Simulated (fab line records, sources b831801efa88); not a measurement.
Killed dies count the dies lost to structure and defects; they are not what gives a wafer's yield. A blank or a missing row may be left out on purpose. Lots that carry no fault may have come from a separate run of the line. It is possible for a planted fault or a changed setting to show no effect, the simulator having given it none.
8D (eight disciplines) problem report, filled in by code -- flow sky130 -- the parts of the form that need people (team, actions taken, sign-off) are left out

## 1. WHAT IS WRONG
Across 6 wafers from 2 lots, FIELD_ISO_OXIDATION_01_THK at SKY_FIELD_ISO_THK_MEAS_23 averages 4.30 nm, while fault-free wafers read 9.90 nm with a standard deviation of 0.2. That is -28 standard deviations from the usual mean.
The first sign was on wafer L754.2 at day 6 03:16, on film_metro-03. At this step, 36 wafers from 12 lots have a number in the record. Rule for "out" (also "out of limits"): further than 4 standard deviations from the usual mean. The rest of the wafers with a number are treated as sound.

## 2. WHAT THIS IS AND IS NOT
question,is,is not
which readings at this step,FIELD_ISO_OXIDATION_01_THK,-
which lots,"L754, L755","L736, L737, L738, L739, L741, L742, L743, L744, L745, L759"
which wafers of those lots,all that have a number,-
read on which gauges,"film_metro-03, film_metro-04",film_metro-01
when,from day 6 03:16,up to then (27 sound wafers); but 3 sound wafers of L759 came after

## 3. WHAT RULES OUT EACH SUSPECT
Counting: a tool stays on the suspect list if, at a process step up to the reading, it processed all lots that are out and no sound lot following the first of them.
- the gauge at SKY_FIELD_ISO_THK_MEAS_23 is ruled out. The wafers that are out were read on 2 gauges (film_metro-03, film_metro-04).
- furnace-01 at SKY_FIELD_ISO_OXIDATION_22 (stabilise 600 s, purge 300 s, target thk 10 nm): kept. Every lot that is out went through it, starting with L754 (day 6 02:05), and after that it ran no sound lot; the last sound lot it ran before then is L744 (day 4 01:42).
Left after counting: furnace-01 at SKY_FIELD_ISO_OXIDATION_22.

## 4. THE CAUSE (what the simulator had put in)
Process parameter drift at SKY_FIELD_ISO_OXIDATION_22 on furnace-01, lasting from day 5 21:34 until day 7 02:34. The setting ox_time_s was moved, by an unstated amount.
Counting left only this tool.

## 5. THE CHAIN OF EFFECTS, in route order
Rows list readings where the struck wafers' mean (over those with a number) sits beyond 3 standard deviations from the usual. Scope: only readings with a usual standard deviation given in the record; hours: median across lots of the time from each lot's start at the first step in this table that gives one to its start at this step; sigmas: change in usual standard deviations.
hours,step,reading,usual,on struck wafers,change,sigmas
0,SKY_FIELD_ISO_THK_MEAS_23,FIELD_ISO_OXIDATION_01_THK,9.90 nm,4.30,-5.60,-28
Later steps that measure or inspect, where all struck wafers having a row at the step show a number for every such reading and not one has moved that far: SKY_VT_ADJUST_HVTR_CD_MEAS_07.

## 6. HOW IT WOULD HAVE BEEN CAUGHT EARLIER
Counted from the fault's start at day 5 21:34, it took 6 hours until the first out-of-limits reading at a measuring or inspecting step in this record, taken at day 6 03:16.
An alarm limit of 4 standard deviations would not have fired on the tool readings at SKY_FIELD_ISO_OXIDATION_22 for which the record gives a usual standard deviation, since none of them was out on any struck wafer.
Among the 2 lots that are out, L755 began SKY_FIELD_ISO_OXIDATION_22 on furnace-01 after day 6 03:16. It would have been spared by a hold on the tool at that moment.
